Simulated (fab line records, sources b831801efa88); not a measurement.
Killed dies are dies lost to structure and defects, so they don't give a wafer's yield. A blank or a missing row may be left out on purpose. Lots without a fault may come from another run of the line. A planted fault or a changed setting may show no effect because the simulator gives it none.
Split-lot experiment | flow gf180mcu | 5 lots, 23 wafers read, on a route of 602 steps

THE SPLIT
At GF_TOP_METAL_EXPOSE_11 (exposes mask MetalTop, target cd 440 nm), the setting dose_mj was moved away from the recipe's 170 on 5 of the 23 wafers read, by -7.2% to +5.1%. The other wafers ran this setting at the recipe's value.

FROM THE SPLIT TO THE READING: what the file shows between them, 2 steps
- GF_TOP_METAL_PEB_12
- GF_TOP_METAL_DEVELOP_13: develop time 60 s

THE READING
cd_nm, in nm, at GF_TOP_METAL_CD_MEAS_14 (target cd 440 nm). Fault-free wafers of this fab line usually give 439.3 nm, standard deviation 2 nm.

wafer  | tool, chamber at the split | dose_mj as run | against the recipe | cd_nm, nm | against lot-mates on the recipe
L079.1 | iline_stepper-02, 0        | 170            | recipe             | 436.5     | -
L079.3 | iline_stepper-02, 0        | 170            | recipe             | 438.0     | -
L079.4 | iline_stepper-02, 0        | 170            | recipe             | 435.0     | -
L079.5 | iline_stepper-02, 0        | 170            | recipe             | 436.7     | -
L079.6 | iline_stepper-02, 0        | 170            | recipe             | 435.3     | -
L081.1 | iline_stepper-01, 0        | 178.6          | +5.1%              | 425.4     | -13.7
L081.2 | iline_stepper-01, 0        | 178.6          | +5.1%              | 427.4     | -11.7
L081.3 | iline_stepper-01, 0        | 170            | recipe             | 440.5     | -
L081.5 | iline_stepper-01, 0        | 178.6          | +5.1%              | 426.0     | -13.1
L081.6 | iline_stepper-01, 0        | 170            | recipe             | 437.7     | -
L080.1 | iline_stepper-01, 0        | 170            | recipe             | 443.2     | -
L080.2 | iline_stepper-01, 0        | 170            | recipe             | 443.3     | -
L080.3 | iline_stepper-01, 0        | 170            | recipe             | 445.0     | -
L080.4 | iline_stepper-01, 0        | 170            | recipe             | 442.5     | -
L080.5 | iline_stepper-01, 0        | 170            | recipe             | 445.0     | -
L082.1 | iline_stepper-01, 0        | 157.7          | -7.2%              | 461.9     | +23.7
L082.2 | iline_stepper-01, 0        | 170            | recipe             | 439.2     | -
L082.3 | iline_stepper-01, 0        | 170            | recipe             | 438.0     | -
L082.4 | iline_stepper-01, 0        | 157.7          | -7.2%              | 459.0     | +20.8
L082.5 | iline_stepper-01, 0        | 170            | recipe             | 437.5     | -
L085.3 | iline_stepper-02, 0        | 170            | recipe             | 437.2     | -
L085.4 | iline_stepper-02, 0        | 170            | recipe             | 438.1     | -
L085.6 | iline_stepper-02, 0        | 170            | recipe             | 439.1     | -

THE FIT
A straight line over all 23 wafers: cd_nm changes by -2.78 nm for each +1% of dose_mj; r = -0.94; the points scatter about the line by 2.9 nm.
The same after taking each lot's own level away (the mean of its wafers on the recipe; 23 wafers): -2.85 nm for each +1%; r = -0.99; scatter 1.3 nm.
On that fit, the largest move of dose_mj shifts the reading by 21 nm.
The lots' own levels span 436.30 to 443.80 nm, that is 3.8 times the standard deviation above.
So the lot-to-lot level changes the slope little: the two slopes agree.
Check: with one of the wafers moved furthest among these (-7.2%) left out of the fit, the line predicts +19.6 nm for it against its lot-mates. It came out at +23.7 nm against them.

OTHER SPLITS ON THESE WAFERS
These wafers also went through other splits before the reading. Each is held against what the fit with the lots' levels taken away leaves over:
other split on the same wafers              | wafers away from the commonest value | r with cd_nm (lot level and that fit taken away)
GF_V4_CVD_00 sih4_flow_sccm                 | 11                                   | -0.11
GF_V4_EXPOSE_11 dose_mj                     | 6                                    | -0.07
GF_V4_ETCH_16 ion_energy_ev                 | 10                                   | +0.30
GF_V4_SPUTTER_22 time_s                     | 8                                    | -0.37
GF_MIM_SPUTTER_08 time_s                    | 8                                    | -0.23
GF_MIM_METAL_ETCH_19 icp_w                  | 9                                    | -0.19
GF_TOP_METAL_SPUTTER_00 chamber_pressure_pa | 18                                   | -0.14
GF_TOP_METAL_SPUTTER_04 power_w             | 8                                    | +0.15

THE WHOLE CHAIN: every reading that the file lists as answering this split, in the file's order
step                       | what it does                                                                          | reading                                                          | change (the file's fit)              | r (the file's)
GF_TOP_METAL_CD_MEAS_14    | target cd 440 nm                                                                      | cd_nm                                                            | -2.89 nm for each +1% of the setting | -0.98
GF_TOP_METAL_METAL_ETCH_16 | etches the open film in Cl2/BCl3, stops on SiO2, target depth 1077.5 nm, time 179.6 s | TOP_METAL.cd_nm (the simulator's own value, which no gauge read) | -2.67 nm for each +1% of the setting | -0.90

THE FILE'S OWN FIT
cd_nm changes by -2.89 nm for each +1% of dose_mj, r = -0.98.
